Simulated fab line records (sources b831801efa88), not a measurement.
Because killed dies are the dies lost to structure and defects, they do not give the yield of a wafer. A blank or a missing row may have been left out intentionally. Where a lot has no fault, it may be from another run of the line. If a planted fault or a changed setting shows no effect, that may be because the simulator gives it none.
Matching of chambers | flow gf180mcu | cmp-01 running GF_CONTACT_CMP_27: 4 sister chambers
The step polishes, stops on SiO2, t overpolish 15 s, target thk 0 nm. 4 wafers are shown with their chamber, then 7 later ones without.

== WAFERS, EACH WITH ITS CHAMBER ==
wafer  | chamber | motor_current_A (A)
L513.6 | 3       | 11.8
L519.3 | 1       | 12.8
L520.1 | 0       | 10.4
L520.2 | 2       | 9.3

== WAFERS WITH NO CHAMBER GIVEN ==
wafer  | motor_current_A (A)
L520.4 | 11.4
L521.1 | 11.5
L521.4 | 9.2
L521.5 | 11.8
L530.3 | 11.2
L530.5 | 9.0
L530.6 | 11.4

== EACH ONE'S CHAMBER ==
wafer  | from the rows above     | in truth
L520.4 | can't be placed: 3 or 0 | 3
L521.1 | 3                       | 3
L521.4 | 2                       | 2
L521.5 | 3                       | 3
L530.3 | can't be placed: 3 or 0 | 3
L530.5 | 2                       | 2
L530.6 | can't be placed: 3 or 0 | 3
Correct placement for 4 of the 7. Can't be placed from these rows: 3 (the true chamber is among the candidates in 3). Placed wrongly: 0.
How it was worked out, from the rows above alone: a wafer's distance from a chamber is the root of the sum, over the readings, of the square of ((its reading less the chamber's mean) divided by the reading's scatter). If the next closest chamber is less than 2 further off than the closest, the wafer can't be placed; otherwise it belongs to the closest. The mean given for a chamber averages the wafers shown for that chamber. The scatter: root of mean squared gap, hidden wafer to nearest shown wafer, with one shown wafer a chamber.
